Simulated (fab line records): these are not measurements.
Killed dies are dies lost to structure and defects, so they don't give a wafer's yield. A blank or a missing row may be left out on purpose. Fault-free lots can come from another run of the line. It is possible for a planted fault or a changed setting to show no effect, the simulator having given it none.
Which tool is to blame? ; flow sky130 ; 12 lots, 36 wafers sampled, at 4 steps of a route of 708

WHAT THE GAUGES READ, wafer by wafer
SKY_VT_ADJUST_HVTR_TW_MEAS_11.
lot;measured;on;VT_ADJUST_HVTR_TW
L986;day 9 06:30;film metro-02;211.7 211.6 211.6
L987;day 9 21:46;film metro-01;212.0 211.6 212.1
L990;day 10 20:02;film metro-03;208.8 208.3 210.1
L991;day 11 02:06;film metro-02;209.6 210.0 210.2
L992;day 11 09:19;film metro-03;209.0 208.9 209.8
L996;day 12 11:28;film metro-02;209.8 209.7 210.5
L997;day 12 19:23;film metro-03;209.2 207.8 208.0
L998;day 13 01:28;film metro-03;210.0 209.3 209.8
L105;day 15 07:13;film metro-02;196.7 197.4 196.8
L107;day 15 20:19;film metro-01;198.7 196.9 199.3
L108;day 16 03:29;film metro-02;210.6 210.1 209.6
L109;day 17 02:50;film metro-01;208.2 209.5 209.1

SKY_LI_CONTACT_THK_MEAS_01.
lot;measured;on;LI_CONTACT_HDPCVD_THK (nm)
L986;day 27 20:41;film metro-02;916 931 928
L987;day 28 10:22;film metro-02;927 936 929
L990;day 29 15:42;film metro-01;920 931 919
L991;day 29 20:22;film metro-04;911 918 915
L992;day 30 04:56;film metro-04;920 924 923
L996;day 31 08:11;film metro-04;925 922 924
L997;day 31 17:31;film metro-04;935 929 933
L998;day 31 23:17;film metro-01;910 909 908
L105;day 34 09:16;film metro-04;926 920 935
L107;day 34 22:28;film metro-02;927 926 923
L108;day 35 03:22;film metro-02;908 942 913
L109;day 36 03:07;film metro-02;957 943 930

SKY_LOCAL_INTERCONNECT_OVL_MEAS_12.
lot;measured;on;LOCAL_INTERCONNECT_OVL (nm)
L986;day 30 07:40;overlay-01;0 -3 -2
L987;day 30 21:13;overlay-01;7 0 12
L990;day 32 00:51;overlay-02;1 3 6
L991;day 32 04:21;overlay-02;-4 2 0
L992;day 32 12:58;overlay-01;2 -1 7
L996;day 33 16:22;overlay-01;8 5 -3
L997;day 34 01:21;overlay-02;10 8 10
L998;day 34 06:28;overlay-02;0 -4 -1
L105;day 36 15:16;overlay-01;-5 2 -5
L107;day 37 04:16;overlay-01;13 6 6
L108;day 37 09:00;overlay-02;-7 0 -7
L109;day 38 07:37;overlay-02;-4 2 7

WHICH TOOL RAN EACH LOT (tool, then ch and the chambers of the sampled wafers, then the start)
lot;SKY_VT_ADJUST_HVTR_IMPLANT_09
L986;implanter-04 ch 0, day 9 06:16
L987;implanter-03 ch 0, day 9 21:32
L990;implanter-01 ch 0, day 10 19:47
L991;implanter-04 ch 0, day 11 01:52
L992;implanter-04 ch 0, day 11 09:05
L996;implanter-03 ch 0, day 12 11:15
L997;implanter-03 ch 0, day 12 19:08
L998;implanter-04 ch 0, day 13 01:14
L105;implanter-04 ch 0, day 15 06:59
L107;implanter-04 ch 0, day 15 20:05
L108;implanter-03 ch 0, day 16 03:14
L109;implanter-03 ch 0, day 17 02:35
- SKY_VT_ADJUST_HVTR_IMPLANT_09

WHAT THE TOOLS THEMSELVES READ (means of the sampled wafers that have a number; where no wafer has one, the mark that the record gives instead)
SKY_VT_ADJUST_HVTR_IMPLANT_09.
lot;tool;dose ions cm2;end station pressure torr (Torr);faraday current uA
L986;implanter-04;2.1021e+12;5.04e-06;11.72
L987;implanter-03;2.1002e+12;4.92e-06;11.75
L990;implanter-01;2.1019e+12;5.05e-06;11.83
L991;implanter-04;2.0990e+12;4.92e-06;11.99
L992;implanter-04;2.1014e+12;5.34e-06;11.68
L996;implanter-03;2.1008e+12;4.95e-06;11.98
L997;implanter-03;2.0994e+12;4.98e-06;11.76
L998;implanter-04;2.0993e+12;5.08e-06;12.03
L105;implanter-04;1.6621e+12;5.07e-06;9.41
L107;implanter-04;1.6574e+12;5.03e-06;9.30
L108;implanter-03;2.1025e+12;4.95e-06;11.79
L109;implanter-03;2.0978e+12;4.88e-06;11.92

THE ANSWER, worked out from the rows above alone
Rule: the lots themselves supply what counts as usual. Put in order of their means at a reading, lots are off if they are a third of the lots or fewer, leave a main group of 4 or more, and stand apart from it by a gap of 3 or more times the standard deviation of the main group's means; of several such gaps the widest counts. If all means in a main group match to the digits the tables above print for the reading, that group is not used. A lot without any number at a reading at which 4 lots or more have one is off too. The other lots that the step has rows for count as sound. After the gauges, taken in route order, come the tools' own readings; for these a lot's mean is taken, as printed above. The first step at which some lot is off is used, and at that step the reading that is off furthest; a lot without a number counts as furthest.
Off: at SKY_VT_ADJUST_HVTR_TW_MEAS_11 (VT_ADJUST_HVTR_TW), L105, L107. The main group: mean 209.9, standard deviation 1.1.
A tool fits if, at a process step before that reading, it ran every lot that is off, and no sound lot after the first of them. The gauges at SKY_VT_ADJUST_HVTR_TW_MEAS_11 aren't tried: what is off there is off at SKY_VT_ADJUST_HVTR_IMPLANT_09 too, on other tools, and a gauge's error can't cause that. One candidate fits, namely implanter-04 at SKY_VT_ADJUST_HVTR_IMPLANT_09. A fault onset in the window from L998 (day 13 01:14, its last sound lot) to L105 (day 15 06:59, its first lot off) fits.
The tool's own readings at SKY_VT_ADJUST_HVTR_IMPLANT_09 bear it out: on the lots that are off they differ by more than 5 times the standard deviation of the sound lots' means. dose ions cm2 reads 1.6598e+12 there against 2.1004e+12 on the sound lots; faraday current uA reads 9.36 there against 11.85 on the sound lots.

WHAT THE SIMULATOR PUT IN
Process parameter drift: implanter-04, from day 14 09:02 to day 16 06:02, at SKY_VT_ADJUST_HVTR_IMPLANT_09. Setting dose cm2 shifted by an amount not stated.
Shown lots that were struck: L105, L107. This agrees with what the rule above found.
